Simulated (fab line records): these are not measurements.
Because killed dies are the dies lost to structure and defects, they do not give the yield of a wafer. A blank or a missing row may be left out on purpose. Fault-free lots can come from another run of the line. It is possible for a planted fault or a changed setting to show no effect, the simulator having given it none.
fab line records | flow sky130
[record] lots = 14 wafers = 42 last-day = 50
route steps=708 shown LDD_P@263 LDD_LDN@296 SD_N@346 LI_CONTACT@365 PAD_OPEN@708
lots that met no fault: taken from a fault-free run of the same line
start-h: hours from the record's opening day to when the first of the lot's shown wafers began | wait-h: hours since the lot's step before | " unchanged from the row above | L1.1+2: one row covering several wafers at once | - no value, or no start was given | * or withheld: withheld | < > ~ a bound
route shown NAME@n: names a module that has steps shown in the file, with the first one's number in the route | usual: average and standard deviation across the fault-free wafers | same: alike in all rows | chamber/n: place in a boat | sites: each site's reading | _std_site: standard deviation of those values | _edge_site: mean of outer sites minus mean of inner sites | radius-mm: how far each site lies from the wafer's centre | mask NAME#n: copy n | behind: the most recent tool/chamber to have shaped the wafer | hold: the reason the lot was held/the length of the hold in hours/how it ended | device: names the non-switching transistor (n, p or np) | end of line: tests run on the same wafers once the route is complete | for a step that has no rows: nothing shown but its recipe | killed: at the first sort, the dies lost to defects and structure; wafer yield is something else | map: dies across one wafer; x = killed, . = not, _ = none there
set.NAME: setting as actually run; set.NAME@STEP: the setting as run at that earlier step | model.NAME: the simulator's own value behind a step, which no gauge read
one table for each step of the route and one row for each wafer, over a sample of lots
services: from which hour (start-h, from the record's first day; less than 0 if before it) a tool's chamber was out of use, for how many hours, and why
[[steps]]
[step SKY_LDD_P_OVL_MEAS_08]
[usual] LDD_P_OVL = 1.1/1.2
// columns lot.wafer tool chamber start-h wait-h LDD_P_OVL[nm]
L646.1 overlay-01 - 443.40 0.1 1.8
L646.4 " - " " 1.3
L646.5 " - " " 2.3
L645.3 overlay-01 - 446.18 0.1 2.0
L645.4 " - " " 2.1
L645.6 " - " " 2.9
L647.1 overlay-02 - 450.57 0.1 1.7
L647.4 " - " " 0.7
L647.6 " - " " 1.4
L648.2 overlay-02 - 453.69 0.1 0.0
L648.3 " - " " -1.0
L648.6 " - " " -1.2
L649.3 overlay-01 - 460.23 0.1 -0.4
L649.4 " - " " 1.7
L649.5 " - " " 2.0
L650.1 overlay-01 - 472.57 0.1 1.9
L650.3 " - " " -0.1
L650.5 " - " " 0.3
L652.1 overlay-01 - 502.15 0.1 1.5
L652.2 " - " " 2.5
L652.5 " - " " 2.1
L653.4 overlay-02 - 514.04 0.1 1.8
L653.5 " - " " 1.7
L653.6 " - " " 1.4
L656.1 overlay-01 - 539.32 0.1 1.5
L656.2 " - " " 1.9
L656.3 " - " " 3.2
L659.1 overlay-02 - 562.53 0.1 -0.6
L659.3 " - " " 0.0
L659.4 " - " " 0.8
L660.2 overlay-02 - 565.59 0.1 1.9
L660.3 " - " " 1.7
L660.6 " - " " 1.0
L661.1 overlay-01 - 575.68 0.1 1.6
L661.2 " - " " 2.6
L661.6 " - " " 1.8
L662.1 overlay-01 - 581.13 0.1 -0.6
L662.5 " - " " 1.3
L662.6 " - " " 0.3
L667.1 overlay-01 - 623.40 0.1 0.5
L667.3 " - " " -1.1
L667.4 " - " " 1.4
[step SKY_LDD_LDN_OVL_MEAS_07]
[usual] LDD_LDN_OVL = -0.1/1.2
// columns lot.wafer tool chamber start-h wait-h LDD_LDN_OVL[nm]
L646.1 overlay-02 - 535.64 0.1 0.9
L646.4 " - " " -0.6
L646.5 " - " " -0.2
L645.3 overlay-01 - 538.11 0.1 0.4
L645.4 " - " " -0.5
L645.6 " - " " -2.1
L647.1 overlay-02 - 542.79 0.1 -1.1
L647.4 " - " " -1.2
L647.6 " - " " -0.6
L648.2 overlay-01 - 545.39 0.1 -1.4
L648.3 " - " " 0.4
L648.6 " - " " 0.3
L649.3 overlay-01 - 551.55 0.1 0.0
L649.4 " - " " -0.1
L649.5 " - " " -0.5
L650.1 overlay-01 - 564.89 0.1 0.1
L650.3 " - " " 0.5
L650.5 " - " " 1.3
L652.1 overlay-01 - 591.90 0.1 1.1
L652.2 " - " " 0.7
L652.5 " - " " 1.3
L653.4 overlay-01 - 604.51 0.1 -0.4
L653.5 " - " " -0.1
L653.6 " - " " 0.1
L656.1 overlay-02 - 629.23 0.1 -0.1
L656.2 " - " " 1.3
L656.3 " - " " 0.3
L659.1 overlay-02 - 651.28 0.1 1.0
L659.3 " - " " -0.2
L659.4 " - " " 0.1
L660.2 overlay-02 - 654.95 0.1 -0.7
L660.3 " - " " -1.3
L660.6 " - " " -1.8
L661.1 overlay-02 - 663.99 0.1 0.6
L661.2 " - " " 1.2
L661.6 " - " " 1.2
L662.1 overlay-01 - 671.38 0.1 1.0
L662.5 " - " " 0.8
L662.6 " - " " 1.3
L667.1 overlay-01 - 712.20 0.1 0.7
L667.3 " - " " 1.3
L667.4 " - " " 0.2
[step SKY_SD_N_EXPOSE_04]
[recipe] mask-id = NSDM na = 0.6 source-shape = conventional sigma-outer = 0.6 polarization = unpolarized target-cd-nm = 380 dose-mj = 141
// columns lot.wafer tool chamber start-h wait-h mask
L646.1+4+5 iline-stepper-02 0 642.84 - NSDM#0
L645.3+4+6 iline-stepper-02 0 645.67 - NSDM#0
L647.1+4+6 iline-stepper-01 0 651.60 - NSDM#0
L648.2+3+6 iline-stepper-01 0 653.00 - NSDM#0
L649.3+4+5 iline-stepper-02 0 659.56 - NSDM#0
L650.1+3+5 iline-stepper-02 0 671.39 - NSDM#0
L652.1+2+5 iline-stepper-02 0 695.87 - NSDM#0
L653.4+5+6 iline-stepper-01 0 708.97 - NSDM#0
L656.1+2+3 iline-stepper-02 0 732.02 - NSDM#0
L659.1+3+4 iline-stepper-02 0 755.77 - NSDM#0
L660.2+3+6 iline-stepper-01 0 756.80 - NSDM#0
L661.1+2+6 iline-stepper-02 0 769.46 - NSDM#0
L662.1+5+6 iline-stepper-01 0 774.51 - NSDM#0
L667.1+3+4 iline-stepper-01 0 811.67 - NSDM#0
[step SKY_SD_N_OVL_MEAS_08]
[usual] SD_N_OVL = 0.9/1.3
// columns lot.wafer tool chamber start-h wait-h hold SD_N_OVL[nm]
L646.1 overlay-02 - 658.10 0.1 - 2.9
L646.4 " - " " - 1.4
L646.5 " - " " - 2.5
L645.3 overlay-02 - 661.16 0.1 - 0.4
L645.4 " - " " - 0.3
L645.6 " - " " - -1.2
L647.1 overlay-01 - 666.05 0.1 - 2.6
L647.4 " - " " - 2.7
L647.6 " - " " - 2.3
L648.2 overlay-02 - 666.96 0.1 - 1.0
L648.3 " - " " - 3.7
L648.6 " - " " - 1.4
L649.3 overlay-01 - 673.42 0.1 - 2.9
L649.4 " - " " - 1.8
L649.5 " - " " - 2.6
L650.1 overlay-02 - 686.62 0.1 - -1.0
L650.3 " - " " - -1.0
L650.5 " - " " - 0.7
L652.1 overlay-01 - 710.52 0.1 - 1.5
L652.2 " - " " - 1.4
L652.5 " - " " - 1.0
L653.4 overlay-02 - 723.09 0.1 - 2.5
L653.5 " - " " - -1.1
L653.6 " - " " - 1.8
L656.1 overlay-01 - 746.71 0.1 - 2.3
L656.2 " - " " - 1.7
L656.3 " - " " - 1.4
L659.1 overlay-02 - 769.52 0.1 await-dispo/0.2h/release -140.3
L659.3 " - " " await-dispo/0.2h/release -141.1
L659.4 " - " " await-dispo/0.2h/release -141.1
L659.1 overlay-02 - 769.72 0.2 - -141.3
L659.3 " - " " - -142.0
L659.4 " - " " - -142.2
L660.2 overlay-01 - 771.23 0.1 - 0.5
L660.3 " - " " - -0.5
L660.6 " - " " - 0.0
L661.1 overlay-02 - 782.77 0.1 await-dispo/0.2h/release -140.7
L661.2 " - " " await-dispo/0.2h/release -141.5
L661.6 " - " " await-dispo/0.2h/release -140.9
L661.1 overlay-02 - 782.97 0.2 - -141.9
L661.2 " - " " - -142.4
L661.6 " - " " - -142.2
L662.1 overlay-01 - 788.00 0.1 - 1.6
L662.5 " - " " - 2.3
L662.6 " - " " - 0.5
L667.1 overlay-01 - 824.61 0.1 - 0.8
L667.3 " - " " - -1.6
L667.4 " - " " - -0.1
[step SKY_LI_CONTACT_BOW_MEAS_03]
[recipe] mode = bow
[usual] LI_CONTACT_BOW = 56/6.5
// columns lot.wafer tool chamber start-h wait-h LI_CONTACT_BOW[um]
L646.1 film-metro-03 - 659.68 0.2 60
L646.4 " - " " 58
L646.5 " - " " 64
L645.3 film-metro-03 - 662.75 0.3 50
L645.4 " - " " 54
L645.6 " - " " 58
L647.1 film-metro-01 - 667.61 0.1 62
L647.4 " - " " 59
L647.6 " - " " 65
L648.2 film-metro-02 - 668.53 0.3 46
L648.3 " - " " 55
L648.6 " - " " 63
L649.3 film-metro-03 - 675.01 0.2 56
L649.4 " - " " 69
L649.5 " - " " 56
L650.1 film-metro-01 - 688.44 0.2 50
L650.3 " - " " 51
L650.5 " - " " 60
L652.1 film-metro-03 - 712.08 0.1 62
L652.2 " - " " 59
L652.5 " - " " 62
L653.4 film-metro-01 - 724.69 0.2 47
L653.5 " - " " 63
L653.6 " - " " 47
L656.1 film-metro-02 - 748.33 0.2 62
L656.2 " - " " 42
L656.3 " - " " 52
L660.2 film-metro-01 - 772.81 0.3 52
L660.3 " - " " 63
L660.6 " - " " 53
L662.1 film-metro-02 - 789.67 0.2 70
L662.5 " - " " 60
L662.6 " - " " 63
L667.1 film-metro-01 - 826.17 0.1 56
L667.3 " - " " 62
L667.4 " - " " 68
[step SKY_PAD_OPEN_PROBE_99]
[usual] defect-limited-yield = 82.5/1.9 killed_at_M0_to_M3 = 43/7.2 killed_at_M4_up = 3.1/1.8 killed-at-contacts = 24/5.4 killed-at-front-end = 15/4.4 killed-at-other = 0.4/0.56 killed-dies = 86/9.3 killed-open = 47/6.9 killed-short = 39/6.6 sort_bin_3_pad_short = 0.9/0.43 sort_bin_5_function = 10.4/1.5 sort_bin_6_memory = 6.2/1.1 sort-n-pass = 406/9.3 sort-yield-pct = 82.5/1.9
[same] gross-dies = 492 killed-at-back-side = 0 sort_bin_4_leakage[%] = 0 sort_bin_8_speed[%] = 0
// columns lot.wafer tool chamber start-h wait-h defect-limited-yield[%] killed_at_M0_to_M3 killed_at_M4_up killed-at-contacts killed-at-front-end killed-at-other killed-dies killed-open killed-short sort_bin_3_pad_short[%] sort_bin_5_function[%] sort_bin_6_memory[%] sort-n-pass sort-yield-pct[%]
L653.4 prober-01 - 1132.81 0.2 83.7 41 3 25 11 0 80 45 35 1.0 10.2 5.1 412 83.7
L653.5 prober-01 - 1132.86 0.2 81.9 43 5 31 9 1 89 49 40 1.0 10.0 7.1 403 81.9
L653.6 prober-01 - 1132.91 0.2 81.7 45 1 28 14 2 90 46 43 1.2 11.6 5.5 402 81.7
L660.2 prober-02 - 1163.50 0.1 85.0 38 5 19 11 1 74 30 44 1.2 8.9 4.9 418 85.0
L660.3 prober-02 - 1163.55 0.2 81.9 39 4 33 13 0 89 47 42 0.8 10.2 7.1 403 81.9
L660.6 prober-02 - 1163.70 0.2 82.9 51 3 18 12 0 84 49 35 0 10.6 6.5 408 82.9
// killed by level:class
L653.4 LI_CONTACT:geometric-particle:open=7 VIA1:geometric-particle:open=7 VIA2:geometric-particle:open=7 CONTACT:geometric-particle:open=6 METAL2:geometric-particle:short=6 FIELD_ISO:geometric-particle:open=5 LOCAL_INTERCONNECT:geometric-particle:short=5 METAL1:geometric-particle:short=5
L653.5 LI_CONTACT:geometric-particle:open=11 VIA3:geometric-particle:open=8 LOCAL_INTERCONNECT:geometric-particle:short=7 CONTACT:geometric-particle:open=7 VIA2:geometric-particle:open=7 METAL1:geometric-particle:short=6 VIA1:geometric-particle:open=6 METAL2:geometric-particle:short=5
L653.6 CONTACT:geometric-particle:open=10 METAL2:geometric-particle:short=8 VIA1:geometric-particle:short=7 LOCAL_INTERCONNECT:geometric-particle:short=6 VIA1:geometric-particle:open=6 VIA2:geometric-particle:open=5 METAL3:geometric-particle:short=5 FIELD_ISO:geometric-particle:open=4
L660.2 METAL1:geometric-particle:short=9 FIELD_ISO:geometric-particle:short=6 VIA3:geometric-particle:open=6 CONTACT:geometric-particle:open=6 VIA1:geometric-particle:open=5 LI_CONTACT:geometric-particle:open=4 CONTACT:geometric-particle:short=4 VIA1:geometric-particle:short=4
L660.3 CONTACT:geometric-particle:open=11 VIA1:geometric-particle:open=8 CONTACT:geometric-particle:short=7 METAL2:geometric-particle:short=6 VIA3:geometric-particle:open=6 LI_CONTACT:geometric-particle:open=5 POLY_GATE:geometric-particle:short=5 LOCAL_INTERCONNECT:geometric-particle:short=5
L660.6 VIA1:geometric-particle:open=11 VIA3:geometric-particle:open=9 VIA2:geometric-particle:open=8 CONTACT:geometric-particle:open=6 FIELD_ISO:geometric-particle:open=5 LOCAL_INTERCONNECT:geometric-particle:short=5 VIA1:geometric-particle:short=5 METAL3:geometric-particle:short=4
[[services]]
// columns tool chamber start-h hours kind
iline-stepper-01 - 642.12 1.7 pm
iline-stepper-01 0 683.09 - calibration
iline-stepper-02 - 720.52 1.7 pm
iline-stepper-02 - 798.96 2.1 pm
iline-stepper-02 - 801.04 - consumable-replace:lamp
[[key]]
[first-sign] step = SKY_SD_N_OVL_MEAS_08 reading = visit direction = added
[effect] step = SKY_SD_N_OVL_MEAS_08 reading = SD_N_OVL direction = down sigmas = 99+ usual = 0.9 struck = -141.0
met-at SKY_SD_N_EXPOSE_04
struck-lots L659,L661
scrapped-behind SKY_SD_N_OVL_MEAS_08 L659.1,L659.3,L659.4,L661.1,L661.2,L661.6
not-acting-at SKY_LDD_P_OVL_MEAS_08,SKY_LDD_LDN_OVL_MEAS_07,SKY_LI_CONTACT_BOW_MEAS_03
onset-between 732.02 755.77
[fault] kind = scanner-matching-overlay tool = iline-stepper-02 chamber = - onset-h = 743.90 steps = SKY_SD_N_EXPOSE_04 offset = -141.38
